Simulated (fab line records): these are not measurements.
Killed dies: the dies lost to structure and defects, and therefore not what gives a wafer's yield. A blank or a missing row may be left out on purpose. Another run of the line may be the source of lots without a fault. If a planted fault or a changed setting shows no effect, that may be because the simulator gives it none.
Struck lot and sound lot, side by side | flow gf180mcu | 23 out of 602 route steps
Sound: wafers L173.2, L173.3, L173.5. Struck: wafer L178.4 (L178.1, L178.6, from the same lot, were not struck and are left out); the cause is given at the end.
Order at every step that has rows: each side's tool, ch and its chambers, its first start. Under that, the readings that differ: sound wafers | struck wafers | difference of the means | sigmas: that difference in standard deviations of wafers without a fault.
alike: a reading whose means differ by less than 2 such deviations, as well as words and numbers matching on both sides. not compared: withheld readings; readings where some wafer has no value; bounds like >300 that might hide an equal value; numbers whose values overlap and for which the record gives no deviation.
The two part at a step that has a row with sigmas, a row that says differs or no value, or rows on one side only. Non-overlapping numbers with no deviation appear without sigmas and do not part them. A reading missing from all wafers of one side parts the sides only when that side holds two or more wafers.

first, 1 step without rows for these wafers: GF_POLY_GATE_DEVELOP_09 (develop time 60 s).
GF_POLY_GATE_CD_MEAS_10: target cd 280 nm.
  sound on cd_sem-02 at day 11 08:08; struck on cd_sem-01 at day 12 22:39
  alike: cd_nm
GF_POLY_GATE_OVL_MEAS_11:
  sound on overlay-02 at day 11 08:14; struck on overlay-01 at day 12 22:46
  alike: POLY_GATE_OVL
GF_POLY_GATE_ETCH_12: etches BARC in N2/H2.
  sound on rie_diel-01 ch 1,3, day 11 08:16; struck on rie_diel-04 ch 2, day 12 22:49
  alike: drypump_motor_current_A, oes_product_au, throttle_valve_pct
GF_POLY_GATE_ETCH_13: etches poly-Si in HBr/Cl2, stops on SiO2, target depth 198.5 nm, time 69.6 s.
  sound on rie_si-02 ch 0,2,3, day 11 08:20; struck on rie_si-01 ch 3, day 12 22:52
  alike: drypump_motor_current_A, he_backside_leak_sccm, oes_product_au, throttle_valve_pct
  not compared: rf_hours_counter_h
GF_POLY_GATE_STRIP_14: strips in O2/N2.
  sound on plasma_asher-03 ch 0, day 11 08:23; struck on plasma_asher-03 ch 0, day 12 22:55
  alike: drypump_motor_current_A, heater_power_w, oes_product_au
  not compared: rf_hours_counter_h
then, 2 steps without rows for these wafers: GF_POLY_GATE_CLEAN_15 (cleans in SC1/SC2, time 150 s); GF_POLY_GATE_OXIDATION_16 (stabilise 600 s, purge 300 s, target thk 4 nm).
GF_POLY_GATE_THK_MEAS_17:
  sound on film_metro-01 at day 11 09:48; struck on film_metro-03 at day 13 00:19
  alike: POLY_GATE_OXIDATION_THK
GF_POLY_GATE_CD_MEAS_18:
  sound on cd_sem-02 at day 11 09:52; struck on cd_sem-01 at day 13 00:22
  alike: cd_nm
then, 2 steps without rows for these wafers: GF_HV_LDD_DEHYDRATE_00 (time 60 s); GF_HV_LDD_HMDS_01 (prime time 60 s).
GF_HV_LDD_COAT_02: resist thk 1000 nm.
  sound on litho_track-03 ch 0, day 11 19:02; struck on litho_track-03 ch 0, day 13 10:24
  reading                                     | sound          | struck | difference | sigmas
  exhaust_pa (Pa)                             | 43.4 44.8 44.8 | 46.1   | +1.8       | +2
  model.NOVOLAK_of_HV_LDD_COAT_02.thk_nm (nm) | 1001 997.4 998 | 970.4  | -28.4      |
then, 3 steps without rows for these wafers: GF_HV_LDD_SOFTBAKE_03 (time 60 s); GF_HV_LDD_EXPOSE_04 (exposes mask Nplus LV AREA, target cd 400 nm); GF_HV_LDD_PEB_05.
GF_HV_LDD_DEVELOP_06: develop time 60 s.
  sound on litho_track-04 ch 0, day 12 04:20; struck on litho_track-04 ch 0, day 13 20:55
  reading                                     | sound          | struck | difference | sigmas
  model.NOVOLAK_of_HV_LDD_COAT_02.thk_nm (nm) | 1001 997 997.6 | 970    | -29        |
  alike: exhaust_pa
GF_HV_LDD_CD_MEAS_07: target cd 400 nm.
  sound on cd_sem-02 at day 12 04:29; struck on cd_sem-02 at day 13 21:04
  alike: cd_nm
GF_HV_LDD_OVL_MEAS_08:
  sound on overlay-02 at day 12 04:36; struck on overlay-01 at day 13 21:11
  alike: HV_LDD_OVL
then, 1 step without rows for these wafers: GF_HV_LDD_IMPLANT_09.
GF_HV_LDD_STRIP_10: strips in O2/N2.
  sound on plasma_asher-01 ch 0,1, day 12 04:47; struck on plasma_asher-03 ch 0, day 13 21:22
  reading                      | sound             | struck | difference | sigmas
  strip_time_to_endpoint_s (s) | 12.63 12.60 12.60 | 12.29  | -0.32      | -8
  alike: drypump_motor_current_A, heater_power_w, oes_product_au
  not compared: rf_hours_counter_h
GF_HV_LDD_TW_MEAS_11:
  sound on film_metro-03 at day 12 04:53; struck on film_metro-04 at day 13 21:28
  alike: HV_LDD_TW
-- here the record skips 19 days between the struck wafers' starts before and after, leaving off in module HV_LDD and picking up in module PASSIVATION (first step shown: number 602 of the route) --
GF_PASSIVATION_PROBE_99:
  record: rows for the struck wafers here (prober-01, day 32 22:46), none for the sound ones

== WHERE THEY PART ==
At GF_HV_LDD_COAT_02 first; at GF_PASSIVATION_PROBE_99 last (within this record only).

WHY: what the simulator had put in
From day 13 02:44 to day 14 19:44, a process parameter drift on litho_track-03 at GF_HV_LDD_COAT_02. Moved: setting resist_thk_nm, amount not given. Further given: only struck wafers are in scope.
